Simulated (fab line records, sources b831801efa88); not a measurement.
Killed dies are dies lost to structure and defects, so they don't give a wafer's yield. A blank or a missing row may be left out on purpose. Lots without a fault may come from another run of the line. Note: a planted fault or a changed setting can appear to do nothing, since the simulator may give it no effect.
Matching of chambers / flow gf180mcu / GF_V3_CMP_04 on cmp-01 has 4 sister chambers
The step polishes SiO2. 18 wafers are shown with their chamber, then 8 later ones without.

WAFERS WITH THEIR CHAMBER
wafer=L342.3; chamber=3; motorCurrentA (A)=15.0; timeToEndpointS (s)=68; platenRpm (rpm)=59.97
wafer=L342.4; chamber=2; motorCurrentA (A)=11.1; timeToEndpointS (s)=88; platenRpm (rpm)=60.00
wafer=L342.5; chamber=2; motorCurrentA (A)=12.1; timeToEndpointS (s)=87; platenRpm (rpm)=59.98
wafer=L345.1; chamber=0; motorCurrentA (A)=10.7; timeToEndpointS (s)=87; platenRpm (rpm)=60.03
wafer=L345.3; chamber=3; motorCurrentA (A)=13.4; timeToEndpointS (s)=71; platenRpm (rpm)=60.03
wafer=L345.5; chamber=0; motorCurrentA (A)=10.3; timeToEndpointS (s)=91; platenRpm (rpm)=60.01
wafer=L344.2; chamber=2; motorCurrentA (A)=11.6; timeToEndpointS (s)=81; platenRpm (rpm)=60.02
wafer=L344.4; chamber=1; motorCurrentA (A)=10.4; timeToEndpointS (s)=85; platenRpm (rpm)=60.03
wafer=L344.6; chamber=3; motorCurrentA (A)=14.0; timeToEndpointS (s)=82; platenRpm (rpm)=60.03
wafer=L346.2; chamber=2; motorCurrentA (A)=11.8; timeToEndpointS (s)=83; platenRpm (rpm)=60.00
wafer=L346.4; chamber=3; motorCurrentA (A)=13.5; timeToEndpointS (s)=80; platenRpm (rpm)=60.04
wafer=L346.5; chamber=2; motorCurrentA (A)=11.9; timeToEndpointS (s)=88; platenRpm (rpm)=59.97
wafer=L348.3; chamber=1; motorCurrentA (A)=10.2; timeToEndpointS (s)=86; platenRpm (rpm)=60.02
wafer=L348.5; chamber=1; motorCurrentA (A)=10.1; timeToEndpointS (s)=81; platenRpm (rpm)=59.95
wafer=L348.6; chamber=0; motorCurrentA (A)=10.2; timeToEndpointS (s)=93; platenRpm (rpm)=59.97
wafer=L349.2; chamber=1; motorCurrentA (A)=9.4; timeToEndpointS (s)=77; platenRpm (rpm)=60.05
wafer=L349.3; chamber=3; motorCurrentA (A)=13.8; timeToEndpointS (s)=73; platenRpm (rpm)=59.96
wafer=L349.6; chamber=1; motorCurrentA (A)=9.8; timeToEndpointS (s)=94; platenRpm (rpm)=60.04

SIGNATURES, as means of the wafers listed above
reading=motorCurrentA; chamber 0=10.400; chamber 1=9.980; chamber 2=11.700; chamber 3=13.940; scatter within a chamber=0.46
reading=timeToEndpointS; chamber 0=90.33; chamber 1=84.60; chamber 2=85.40; chamber 3=74.80; scatter within a chamber=5.1
reading=platenRpm; chamber 0=60.0033; chamber 1=60.0180; chamber 2=59.9940; chamber 3=60.0060; scatter within a chamber=0.0332
Rule: a wafer lies at a distance from a chamber equal to the root of the sum of squares, over the readings, of (its reading less the chamber's mean, divided by the reading's scatter). The wafer belongs to the nearest chamber; if the next one is less than 2 further off, it can't be placed. The scatter is the square root of a quotient: the sum, over the shown wafers, of each reading's squared deviation from its chamber's mean, divided by wafers minus chambers.

WAFERS WITHOUT THEIR CHAMBER
wafer=L350.3; motorCurrentA (A)=14.2; timeToEndpointS (s)=72; platenRpm (rpm)=60.01
wafer=L350.4; motorCurrentA (A)=10.0; timeToEndpointS (s)=81; platenRpm (rpm)=60.05
wafer=L350.6; motorCurrentA (A)=13.9; timeToEndpointS (s)=85; platenRpm (rpm)=60.00
wafer=L352.2; motorCurrentA (A)=14.3; timeToEndpointS (s)=68; platenRpm (rpm)=59.98
wafer=L352.5; motorCurrentA (A)=12.6; timeToEndpointS (s)=80; platenRpm (rpm)=60.02
wafer=L352.6; motorCurrentA (A)=13.4; timeToEndpointS (s)=80; platenRpm (rpm)=60.02
wafer=L360.1; motorCurrentA (A)=13.2; timeToEndpointS (s)=78; platenRpm (rpm)=60.00
wafer=L360.2; motorCurrentA (A)=10.4; timeToEndpointS (s)=79; platenRpm (rpm)=59.98

WHICH CHAMBER EACH ONE RAN IN
wafer=L350.3; from the rows above=3; in truth=3
wafer=L350.4; from the rows above=can't be placed: 1 or 0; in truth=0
wafer=L350.6; from the rows above=3; in truth=3
wafer=L352.2; from the rows above=3; in truth=3
wafer=L352.5; from the rows above=can't be placed: 2 or 3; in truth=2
wafer=L352.6; from the rows above=3; in truth=3
wafer=L360.1; from the rows above=can't be placed: 3 or 2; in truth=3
wafer=L360.2; from the rows above=can't be placed: 1 or 0 or 2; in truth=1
Correct placement for 4 of the 8. Not placeable from these rows: 4 (in 4, the candidates include the true chamber). Placed wrongly: 0.
